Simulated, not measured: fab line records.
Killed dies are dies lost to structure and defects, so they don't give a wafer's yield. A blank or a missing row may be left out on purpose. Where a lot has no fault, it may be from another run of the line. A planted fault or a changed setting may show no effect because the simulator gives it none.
fab line records	flow sky130
record lots=5	wafers=15	last-day=50
route steps=708 shown VIA2@524 METAL3@532 CAPM@537
lots that met no fault: taken from a fault-free run of the same line
start-h: start of the lot's first displayed wafer, in hours after the record's first day	wait-h: hours from the lot's prior step to this one	" as in the row above	L1.1+2: a row that stands for several wafers	- no value, or no start was given	* or withheld: withheld	< > ~ a bound
route shown NAME@n: a module of which the file shows steps, and the number in the route of the first	usual: the fault-free wafers' mean and standard deviation	same: alike in all rows	chamber/n: place in a boat	sites: the reading at each site	_std_site: standard deviation of those values	_edge_site: inner sites' mean taken away from outer sites' mean	radius-mm: for every site, how far away it sits from the centre of the wafer	mask NAME#n: copy n	behind: the tool/chamber that last shaped the wafer	hold: reason for holding the lot/hours on hold/outcome of the hold	device: names the non-switching transistor (n, p or np)	end of line: the same wafers' tests at the end of the route	for a step that has no rows: nothing shown but its recipe	killed: not the wafer's yield, but the dies lost to structure and defects at the first sort	map: dies across one wafer; x = killed, . = not, _ = none there
set.NAME: the setting as run; set.NAME@STEP: as run at that earlier step	model.NAME: the simulator's own value behind a step, which no gauge read
certain route steps with their lots: each step a table, each wafer a row
services: the hour from which a tool's chamber was out of use, counted from the record's first day as start-h (under 0 if before that day), plus the number of hours and why
## steps
# step SKY_VIA2_STRIP_17
# recipe chemistry=post-etch-residue-remover	time-s=1200	temp-c=72.5
lot.wafer	tool	chamber	start-h	wait-h
L081.3+4+5	wet-bench-02	1	891.35	0.0
L084.2+4+5	wet-bench-02	1	911.30	0.1
L093.2+3+6	wet-bench-01	0	982.07	0.1
L094.2+3+5	wet-bench-02	0	986.37	0.1
L096.1+2+6	wet-bench-02	0	1018.00	0.1
# step SKY_VIA2_CLEAN_18
# recipe chemistry=IPA	time-s=180	temp-c=25
lot.wafer	tool	chamber	start-h	wait-h
L081.3+4+5	wet-bench-01	0	891.72	0.0
L084.2+4+5	wet-bench-01	2	911.64	0.0
L093.2+3+6	wet-bench-04	2	982.44	0.0
L094.2+3+5	wet-bench-04	1	986.74	0.0
L096.1+2+6	wet-bench-04	3	1018.37	0.0
# step SKY_VIA2_CLEAN_19
# recipe chemistry=O3/DIW	dry=n2-spin
lot.wafer	tool	chamber	start-h	wait-h
L081.3+4+5	wet-bench-04	1	891.78	0.0
L084.2+4+5	wet-bench-04	3	911.70	0.0
L093.2+3+6	wet-bench-02	1	982.51	0.0
L094.2+3+5	wet-bench-04	0	986.80	0.0
L096.1+2+6	wet-bench-02	0	1018.43	0.0
# step SKY_VIA2_SPUTTER_20
# recipe material=TiN	target-thk-nm=20	chamber-pressure-pa=5	power-w=4000	time-s=80
# usual cathode-dc-power-W=4000.1/0.72	throttle-valve-pct=29.9/1.3
lot.wafer	tool	chamber	start-h	wait-h	cathode-dc-power-W	throttle-valve-pct
L081.3	pvd-sputter-03	-	891.87	0.0	3999.9	28.4
L081.4	"	-	"	"	4000.4	32.7
L081.5	"	-	"	"	4000.8	28.2
L084.2	pvd-sputter-03	-	911.79	0.0	3999.6	33.2
L084.4	"	-	"	"	3999.8	28.2
L084.5	"	-	"	"	4000.2	30.5
L093.2	pvd-sputter-02	-	982.60	0.0	3998.5	30.9
L093.3	"	-	"	"	3999.3	28.4
L093.6	"	-	"	"	4000.1	30.7
L094.2	pvd-sputter-04	-	986.89	0.0	4000.8	29.5
L094.3	"	-	"	"	3999.1	30.6
L094.5	"	-	"	"	4001.3	30.9
L096.1	pvd-sputter-03	-	1018.53	0.0	4000.7	32.8
L096.2	"	-	"	"	3999.6	28.5
L096.6	"	-	"	"	3999.7	33.2
# step SKY_VIA2_CVD_21
# recipe material=W	target-thk-nm=420	time-s=126.4	temp-c=400	pressure-torr=40
# usual heater-power-w=861/21
lot.wafer	tool	chamber	start-h	wait-h	heater-power-w
L081.3	cvd-w-02	0	891.97	0.1	875
L081.4	"	1	"	"	885
L081.5	"	0	"	"	890
L084.2	cvd-w-01	1	911.85	0.0	834
L084.4	"	1	"	"	842
L084.5	"	1	"	"	840
L093.2	cvd-w-02	0	982.66	0.0	830
L093.3	"	0	"	"	847
L093.6	"	1	"	"	868
L094.2	cvd-w-02	0	986.95	0.0	840
L094.3	"	1	"	"	887
L094.5	"	0	"	"	864
L096.1	cvd-w-01	0	1018.59	0.0	869
L096.2	"	1	"	"	836
L096.6	"	0	"	"	852
# step SKY_VIA2_RS_MEAS_22
# recipe thk-meas-gauge=four-point-probe	reads=W_of_VIA2_CVD_21+TiN_of_VIA2_SPUTTER_20
# usual VIA2_W_RS=0.269/0.0038
lot.wafer	tool	chamber	start-h	wait-h	VIA2_W_RS[ohm/sq]
L081.3	film-metro-01	-	892.10	0.1	0.270
L081.4	"	-	"	"	0.265
L081.5	"	-	"	"	0.269
L084.2	film-metro-02	-	912.00	0.1	0.263
L084.4	"	-	"	"	0.270
L084.5	"	-	"	"	0.267
L093.2	film-metro-02	-	982.81	0.1	0.271
L093.3	"	-	"	"	0.271
L093.6	"	-	"	"	0.267
L094.2	film-metro-03	-	987.10	0.1	0.274
L094.3	"	-	"	"	0.268
L094.5	"	-	"	"	0.275
L096.1	film-metro-02	-	1018.72	0.1	0.268
L096.2	"	-	"	"	0.268
L096.6	"	-	"	"	0.270
# step SKY_VIA2_THK_MEAS_23
# recipe thk-meas-gauge=xrf	reads=W_of_VIA2_CVD_21
# usual VIA2_W_THK=410/8.1
lot.wafer	tool	chamber	start-h	wait-h	VIA2_W_THK[nm]
L081.3	film-metro-01	-	892.20	0.1	399
L081.4	"	-	"	"	407
L081.5	"	-	"	"	400
L084.2	film-metro-02	-	912.11	0.1	419
L084.4	"	-	"	"	409
L084.5	"	-	"	"	414
L093.2	film-metro-02	-	982.92	0.1	407
L093.3	"	-	"	"	405
L093.6	"	-	"	"	411
L094.2	film-metro-03	-	987.21	0.1	409
L094.3	"	-	"	"	421
L094.5	"	-	"	"	406
L096.1	film-metro-02	-	1018.84	0.1	416
L096.2	"	-	"	"	416
L096.6	"	-	"	"	415
# step SKY_VIA2_CMP_24
# recipe stop-on=SiO2	t-overpolish-s=20	down-force-psi=3.5	platen-rpm=60	target-thk-nm=0	pad-velocity-m-s=0.94248
# usual head-pressure-psi=3.500/0.0079	motor-current-A=11.4/0.96	overpolish-run-s=20.000/0.0096	slurry-filter-dp-kPa=13.51/0.14	time-to-endpoint-s=103/4.1
lot.wafer	tool	chamber	start-h	wait-h	head-pressure-psi	motor-current-A	overpolish-run-s	slurry-filter-dp-kPa	time-to-endpoint-s
L081.4	cmp-02	1	892.24	0.0	3.491	11.7	19.985	13.38	109
L081.3	"	2	"	"	3.504	12.5	19.987	13.40	109
L081.5	"	1	"	"	3.498	11.9	20.000	13.32	107
L084.2	cmp-01	3	912.16	0.0	3.511	11.1	19.993	13.34	101
L084.4	"	0	"	"	3.498	10.5	19.995	13.52	101
L084.5	"	3	"	"	3.511	11.5	20.003	13.57	99
L093.3	cmp-02	3	983.08	0.1	3.496	9.8	19.986	13.46	98
L093.2	"	1	"	"	3.495	11.2	19.999	13.41	99
L093.6	"	3	"	"	3.494	10.5	19.994	13.56	104
L094.3	cmp-02	2	987.52	0.3	3.502	12.1	19.998	13.50	100
L094.2	"	1	"	"	3.506	11.6	20.002	13.38	97
L094.5	"	3	"	"	3.488	10.5	20.000	13.60	96
L096.1	cmp-01	2	1018.90	0.1	3.507	12.7	20.015	13.65	102
L096.2	"	3	"	"	3.512	11.7	19.988	13.39	103
L096.6	"	2	"	"	3.513	12.9	19.982	13.55	105
# step SKY_METAL3_SPUTTER_00
# recipe material=Ti	target-thk-nm=15	power-w=3000	time-s=10	chamber-pressure-pa=0.4
# usual cathode-dc-power-W=3000.1/0.49	throttle-valve-pct=30.1/1.2
lot.wafer	tool	chamber	start-h	wait-h	cathode-dc-power-W	throttle-valve-pct
L081.3	pvd-sputter-01	-	892.54	0.2	3000.0	28.7
L081.4	"	-	"	"	3000.1	29.1
L081.5	"	-	"	"	3000.4	31.3
L084.2	pvd-sputter-04	-	912.46	0.2	3000.0	30.4
L084.4	"	-	"	"	2999.6	29.8
L084.5	"	-	"	"	3000.8	30.4
L093.2	pvd-sputter-04	-	983.33	0.1	3000.7	30.5
L093.3	"	-	"	"	3000.7	29.9
L093.6	"	-	"	"	2999.6	30.8
L094.2	pvd-sputter-03	-	987.82	0.1	3000.1	28.7
L094.3	"	-	"	"	3000.3	33.0
L094.5	"	-	"	"	2999.7	33.0
L096.1	pvd-sputter-04	-	1019.20	0.2	2999.8	30.3
L096.2	"	-	"	"	3000.8	30.6
L096.6	"	-	"	"	3000.0	30.8
# step SKY_METAL3_SPUTTER_01
# recipe material=TiN	target-thk-nm=20	power-w=6500	time-s=16.7	chamber-pressure-pa=0.4
# usual cathode-dc-power-W=6500.0/1.3	throttle-valve-pct=30.1/1.2
lot.wafer	tool	chamber	start-h	wait-h	cathode-dc-power-W	throttle-valve-pct
L081.3	pvd-sputter-01	-	892.56	0.0	6499.3	28.8
L081.4	"	-	"	"	6500.1	28.8
L081.5	"	-	"	"	6498.3	31.4
L084.2	pvd-sputter-04	-	912.48	0.0	6501.6	30.2
L084.4	"	-	"	"	6500.3	29.8
L084.5	"	-	"	"	6496.2	30.5
L093.2	pvd-sputter-04	-	983.35	0.0	6499.4	30.7
L093.3	"	-	"	"	6500.1	29.9
L093.6	"	-	"	"	6499.7	30.6
L094.2	pvd-sputter-03	-	987.84	0.0	6500.7	28.4
L094.3	"	-	"	"	6500.8	32.7
L094.5	"	-	"	"	6499.2	33.1
L096.1	pvd-sputter-04	-	1019.22	0.0	6499.3	30.5
L096.2	"	-	"	"	6499.4	30.3
L096.6	"	-	"	"	6500.1	30.8
# step SKY_METAL3_SPUTTER_02
# recipe material=AlCu	target-thk-nm=735	power-w=10600	time-s=39.1	chamber-pressure-pa=0.4
# usual cathode-dc-power-W=10600/1.8	throttle-valve-pct=30.1/1.2
lot.wafer	tool	chamber	start-h	wait-h	cathode-dc-power-W	throttle-valve-pct
L081.3	pvd-sputter-01	-	892.59	0.0	10598	29.0
L081.4	"	-	"	"	10597	28.9
L081.5	"	-	"	"	10601	31.3
L084.2	pvd-sputter-04	-	912.51	0.0	10601	30.3
L084.4	"	-	"	"	10601	29.7
L084.5	"	-	"	"	10600	30.7
L093.2	pvd-sputter-04	-	983.38	0.0	10599	30.7
L093.3	"	-	"	"	10597	29.8
L093.6	"	-	"	"	10597	30.8
L094.2	pvd-sputter-03	-	987.87	0.0	10601	28.6
L094.3	"	-	"	"	10597	33.2
L094.5	"	-	"	"	10604	33.1
L096.1	pvd-sputter-04	-	1019.25	0.0	10603	30.3
L096.2	"	-	"	"	10602	30.1
L096.6	"	-	"	"	10600	30.7
# step SKY_METAL3_SPUTTER_03
# recipe material=Ti	target-thk-nm=5	power-w=3000	time-s=3.3	chamber-pressure-pa=0.4
# usual cathode-dc-power-W=3000.0/0.51	throttle-valve-pct=30.1/1.2
lot.wafer	tool	chamber	start-h	wait-h	cathode-dc-power-W	throttle-valve-pct
L081.3	pvd-sputter-01	-	892.63	0.0	2999.7	28.8
L081.4	"	-	"	"	3000.3	29.2
L081.5	"	-	"	"	2999.1	31.2
L084.2	pvd-sputter-04	-	912.55	0.0	2999.8	30.3
L084.4	"	-	"	"	3000.1	29.6
L084.5	"	-	"	"	3000.6	30.8
L093.2	pvd-sputter-04	-	983.41	0.0	3000.2	30.6
L093.3	"	-	"	"	3000.3	29.5
L093.6	"	-	"	"	3000.5	30.6
L094.2	pvd-sputter-03	-	987.90	0.0	3000.2	28.5
L094.3	"	-	"	"	2999.9	33.0
L094.5	"	-	"	"	2999.8	33.3
L096.1	pvd-sputter-04	-	1019.29	0.0	2999.9	30.0
L096.2	"	-	"	"	2999.5	30.4
L096.6	"	-	"	"	2999.4	30.4
# step SKY_METAL3_SPUTTER_04
# recipe material=TiN	target-thk-nm=70	power-w=6500	time-s=58.3	chamber-pressure-pa=0.4
# usual cathode-dc-power-W=6499.9/1.3	throttle-valve-pct=30.1/1.2
lot.wafer	tool	chamber	start-h	wait-h	cathode-dc-power-W	throttle-valve-pct
L081.3	pvd-sputter-01	-	892.65	0.0	6500.6	29.0
L081.4	"	-	"	"	6498.5	28.9
L081.5	"	-	"	"	6501.0	31.3
L084.2	pvd-sputter-04	-	912.57	0.0	6499.4	30.3
L084.4	"	-	"	"	6499.5	29.6
L084.5	"	-	"	"	6498.4	30.6
L093.2	pvd-sputter-04	-	983.43	0.0	6499.9	30.6
L093.3	"	-	"	"	6501.8	29.4
L093.6	"	-	"	"	6497.6	30.6
L094.2	pvd-sputter-03	-	987.92	0.0	6499.4	28.6
L094.3	"	-	"	"	6500.6	32.9
L094.5	"	-	"	"	6498.7	33.1
L096.1	pvd-sputter-04	-	1019.31	0.0	6498.7	30.3
L096.2	"	-	"	"	6501.2	30.5
L096.6	"	-	"	"	6498.9	30.7
# step SKY_CAPM_CVD_00
# recipe material=SiO2	target-thk-nm=15.5	temp-c=400	time-s=withheld	rf-w=450
# usual heater-power-w=732/120
lot.wafer	tool	chamber	start-h	wait-h	heater-power-w
L081.3	pecvd-02	2	892.70	0.0	632
L081.4	"	2	"	"	631
L081.5	"	1	"	"	916
L084.2	pecvd-02	1	912.61	0.0	813
L084.4	"	2	"	"	652
L084.5	"	1	"	"	816
L093.2	pecvd-03	2	983.48	0.0	718
L093.3	"	1	"	"	592
L093.6	"	0	"	"	777
L094.2	pecvd-03	1	987.97	0.0	484
L094.3	"	2	"	"	742
L094.5	"	0	"	"	853
L096.1	pecvd-03	2	1019.35	0.0	818
L096.2	"	0	"	"	874
L096.6	"	2	"	"	837
# step SKY_CAPM_THK_MEAS_01
# recipe reads=SiO2_of_CAPM_CVD_00
# usual CAPM_CVD_00_THK=15.55/0.22
lot.wafer	tool	chamber	start-h	wait-h	CAPM_CVD_00_THK[nm]
L081.3	film-metro-04	-	892.74	-	15.34
L081.4	"	-	"	"	15.76
L081.5	"	-	"	"	15.89
L084.2	film-metro-01	-	912.65	-	15.73
L084.4	"	-	"	"	15.76
L084.5	"	-	"	"	16.14
L093.2	film-metro-03	-	983.51	-	15.29
L093.3	"	-	"	"	15.35
L093.6	"	-	"	"	15.46
L094.2	film-metro-01	-	988.03	-	15.30
L094.3	"	-	"	"	15.49
L094.5	"	-	"	"	15.34
L096.1	film-metro-01	-	1019.39	-	15.51
L096.2	"	-	"	"	15.02
L096.6	"	-	"	"	15.75
# step SKY_CAPM_SPUTTER_02
# recipe material=TiN	target-thk-nm=200	temp-c=300	power-w=6500	time-s=166.7	chamber-pressure-pa=0.4
# usual cathode-dc-power-W=6500.1/1.2	throttle-valve-pct=30.0/0.71
lot.wafer	tool	chamber	start-h	wait-h	cathode-dc-power-W	throttle-valve-pct
L081.3	pvd-sputter-04	-	892.78	0.0	6499.8	29.7
L081.4	"	-	"	"	6501.6	30.6
L081.5	"	-	"	"	6501.5	30.3
L084.2	pvd-sputter-02	-	912.70	0.0	6499.9	30.7
L084.4	"	-	"	"	6501.5	28.7
L084.5	"	-	"	"	6497.9	29.7
L093.2	pvd-sputter-02	-	983.56	0.0	6500.2	31.0
L093.3	"	-	"	"	6500.9	28.4
L093.6	"	-	"	"	6499.0	30.7
L094.2	pvd-sputter-04	-	988.08	0.0	6501.1	30.2
L094.3	"	-	"	"	6500.4	29.5
L094.5	"	-	"	"	6499.9	29.9
L096.1	pvd-sputter-01	-	1019.45	0.1	6499.0	29.8
L096.2	"	-	"	"	6501.3	28.9
L096.6	"	-	"	"	6499.3	29.0
# step SKY_CAPM_RS_MEAS_03
# recipe thk-meas-gauge=four-point-probe	reads=TiN_of_CAPM_SPUTTER_02
# usual CAPM_TIN_RS=6.88/0.072
lot.wafer	tool	chamber	start-h	wait-h	CAPM_TIN_RS[ohm/sq]
L081.3	film-metro-03	-	892.93	0.1	6.88
L081.4	"	-	"	"	6.92
L081.5	"	-	"	"	6.87
L084.2	film-metro-04	-	912.83	0.1	6.66
L084.4	"	-	"	"	6.77
L084.5	"	-	"	"	6.83
L093.2	film-metro-04	-	983.69	0.1	6.83
L093.3	"	-	"	"	6.82
L093.6	"	-	"	"	6.79
L094.2	film-metro-03	-	988.21	0.1	6.97
L094.3	"	-	"	"	6.99
L094.5	"	-	"	"	7.01
L096.1	film-metro-03	-	1019.56	0.1	6.89
L096.2	"	-	"	"	6.87
L096.6	"	-	"	"	6.92
# step SKY_CAPM_THK_MEAS_04
# recipe thk-meas-gauge=xrf	reads=TiN_of_CAPM_SPUTTER_02
# usual CAPM_TIN_THK=202.0/2
lot.wafer	tool	chamber	start-h	wait-h	CAPM_TIN_THK[nm]
L081.3	film-metro-03	-	893.03	0.1	201.4
L081.4	"	-	"	"	200.4
L081.5	"	-	"	"	202.8
L084.2	film-metro-04	-	912.94	0.1	208.4
L084.4	"	-	"	"	205.9
L084.5	"	-	"	"	203.7
L093.2	film-metro-04	-	983.80	0.1	203.2
L093.3	"	-	"	"	203.2
L093.6	"	-	"	"	203.3
L094.2	film-metro-03	-	988.32	0.1	199.5
L094.3	"	-	"	"	199.1
L094.5	"	-	"	"	198.7
L096.1	film-metro-03	-	1019.68	0.1	202.7
L096.2	"	-	"	"	203.6
L096.6	"	-	"	"	201.4
# step SKY_CAPM_DEHYDRATE_05
# recipe temp-c=200	time-s=60
lot.wafer	tool	chamber	start-h	wait-h
L081.3+4+5	litho-track-04	0	905.88	12.8
L084.2+4+5	litho-track-01	0	925.98	13.0
L093.2+3+6	litho-track-02	0	994.39	10.6
L094.2+3+5	litho-track-01	0	1000.33	12.0
L096.1+2+6	litho-track-02	0	1031.32	11.6
# step SKY_CAPM_HMDS_06
# recipe prime-time-s=60	prime-temp-c=120
# usual prime-temp-c=119.97/0.13
lot.wafer	tool	chamber	start-h	wait-h	prime-temp-c
L081.3	litho-track-04	0	906.03	0.1	120.08
L081.4	"	0	"	"	119.84
L081.5	"	0	"	"	119.93
L084.2	litho-track-01	0	926.13	0.1	119.84
L084.4	"	0	"	"	119.76
L084.5	"	0	"	"	120.05
L093.2	litho-track-02	0	994.54	0.1	120.07
L093.3	"	0	"	"	119.92
L093.6	"	0	"	"	119.96
L094.2	litho-track-01	0	1000.48	0.1	120.26
L094.3	"	0	"	"	119.94
L094.5	"	0	"	"	120.05
L096.1	litho-track-02	0	1031.47	0.1	120.14
L096.2	"	0	"	"	119.98
L096.6	"	0	"	"	120.21
# step SKY_CAPM_COAT_07
# recipe resist=NOVOLAK	spin-rpm=3000	resist-thk-nm=1140
# usual dispense-pressure-kPa=48/5.3
lot.wafer	tool	chamber	start-h	wait-h	dispense-pressure-kPa
L081.3	litho-track-04	0	906.18	0.1	54
L081.4	"	0	"	"	54
L081.5	"	0	"	"	54
L084.2	litho-track-01	0	926.28	0.1	43
L084.4	"	0	"	"	43
L084.5	"	0	"	"	43
L093.2	litho-track-02	0	994.69	0.1	44
L093.3	"	0	"	"	44
L093.6	"	0	"	"	44
L094.2	litho-track-01	0	1000.63	0.1	43
L094.3	"	0	"	"	43
L094.5	"	0	"	"	43
L096.1	litho-track-02	0	1031.62	0.1	44
L096.2	"	0	"	"	44
L096.6	"	0	"	"	44
## services
tool	chamber	start-h	hours	kind
wet-bench-04	-	880.99	1.9	pm
cvd-w-01	-	886.63	1.1	repair
pvd-sputter-04	-	889.97	1.9	repair
wet-bench-01	-	899.73	4.4	pm
pvd-sputter-02	-	899.78	9.3	repair
cvd-w-02	-	904.00	14.0	pm
cmp-02	-	912.02	4.0	pm
cvd-w-02	1	913.29	14.8	repair
pecvd-03	-	922.78	1.8	repair
cmp-01	-	923.74	1.1	repair
cmp-01	-	925.22	0.6	repair
pecvd-02	-	931.06	28.1	pm
wet-bench-04	-	931.80	32.2	pm
cvd-w-02	1	934.61	8.5	repair
pvd-sputter-04	-	950.55	2.1	repair
cmp-02	-	952.55	3.2	repair
wet-bench-02	-	974.13	4.4	pm
cmp-01	-	974.46	7.8	pm
wet-bench-04	-	991.69	1.3	repair
cmp-01	-	993.49	5.3	pm
pvd-sputter-03	-	994.27	2.5	repair
cmp-02	-	1002.83	0.5	repair
cmp-02	-	1010.64	2.9	pm
cvd-w-02	-	1014.34	1.5	repair
## key
fault none
